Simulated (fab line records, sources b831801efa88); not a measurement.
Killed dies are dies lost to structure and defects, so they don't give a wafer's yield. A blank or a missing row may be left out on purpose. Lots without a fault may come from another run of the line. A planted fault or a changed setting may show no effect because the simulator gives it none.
Which tool did it? | flow gf180mcu | 13 lots, 39 wafers sampled, at 2 steps of a route of 602

WHAT THE GAUGES READ, wafer by wafer
GF_M5_OVL_MEAS_08.
lot  | measured     | on         | M5_OVL (nm)
L987 | day 26 02:51 | overlay-01 | 10 9 -2
L988 | day 26 14:37 | overlay-01 | 3 5 3
L989 | day 27 00:12 | overlay-01 | 8 8 7
L990 | day 27 03:07 | overlay-02 | -4 -2 -2
L992 | day 27 17:49 | overlay-02 | 4 0 7
L993 | day 28 07:41 | overlay-01 | -1 1 7
L995 | day 28 19:16 | overlay-01 | 6 4 4
L997 | day 29 12:25 | overlay-01 | 2 6 0
L998 | day 29 16:07 | overlay-02 | 6 8 12
L102 | day 30 21:45 | overlay-02 | 12 8 4
L103 | day 31 03:49 | overlay-01 | 3 -1 1
L108 | day 32 11:37 | overlay-01 | 7 7 5
L109 | day 32 16:48 | overlay-02 | -1 3 6

WHICH TOOL RAN EACH LOT (tool, then ch and the chambers of the sampled wafers, then the start)
lot  | GF_V4_CVD_00
L987 | hdpcvd-02 ch 0,1,2, day 23 06:35
L988 | hdpcvd-01 ch 0,1,2, day 23 19:50
L989 | hdpcvd-02 ch 0,1, day 24 05:05
L990 | hdpcvd-02 ch 0,1,2, day 24 09:08
L992 | hdpcvd-02 ch 0,2, day 25 00:05
L993 | hdpcvd-01 ch 0,1,2, day 25 15:30
L995 | hdpcvd-02 ch 0,1,2, day 26 04:54
L997 | hdpcvd-02 ch 1,2, day 26 22:52
L998 | hdpcvd-02 ch 0,1,2, day 27 01:14
L102 | hdpcvd-01 ch 0,1,2, day 28 11:26
L103 | hdpcvd-01 ch 0,2, day 28 16:44
L108 | hdpcvd-01 ch 0,1, day 30 04:26
L109 | hdpcvd-02 ch 0,2, day 30 10:41
- GF_V4_CVD_00: deposits SiO2, target thk 600 nm, time 100 s.

WHAT THE TOOLS THEMSELVES READ (means of the sampled wafers that have a number; where no wafer has one, the mark that the record gives instead)
GF_V4_CVD_00.
lot  | tool      | sih4_flow_sccm (sccm)
L987 | hdpcvd-02 | 59.99
L988 | hdpcvd-01 | 60.04
L989 | hdpcvd-02 | 59.89
L990 | hdpcvd-02 | 59.87
L992 | hdpcvd-02 | 59.91
L993 | hdpcvd-01 | 59.96
L995 | hdpcvd-02 | 59.89
L997 | hdpcvd-02 | 59.96
L998 | hdpcvd-02 | 59.92
L102 | hdpcvd-01 | 59.99
L103 | hdpcvd-01 | 59.80
L108 | hdpcvd-01 | 60.23
L109 | hdpcvd-02 | 59.85

THE ANSWER, worked out from the rows above alone
Rule: what is usual is taken from the lots themselves. Put in order of their means at a reading, lots are off if they are a third of the lots or fewer, leave a main group of 4 or more, and stand apart from it by a gap of 3 or more times the standard deviation of the main group's means; of several such gaps the widest counts. A main group whose means are all the same, to the digits that the tables above print for the reading, isn't used. A lot without any number at a reading at which 4 lots or more have one is off too. The other lots that the step has rows for count as sound. The gauges are gone through in route order, then the tools' own readings, and for those a lot's mean is taken as printed above. The first step at which some lot is off is used, and at that step the reading that is off furthest; a lot without a number counts as furthest.
No lot is off at any reading shown: from this, nothing can be told.

WHAT THE SIMULATOR HAD PUT IN
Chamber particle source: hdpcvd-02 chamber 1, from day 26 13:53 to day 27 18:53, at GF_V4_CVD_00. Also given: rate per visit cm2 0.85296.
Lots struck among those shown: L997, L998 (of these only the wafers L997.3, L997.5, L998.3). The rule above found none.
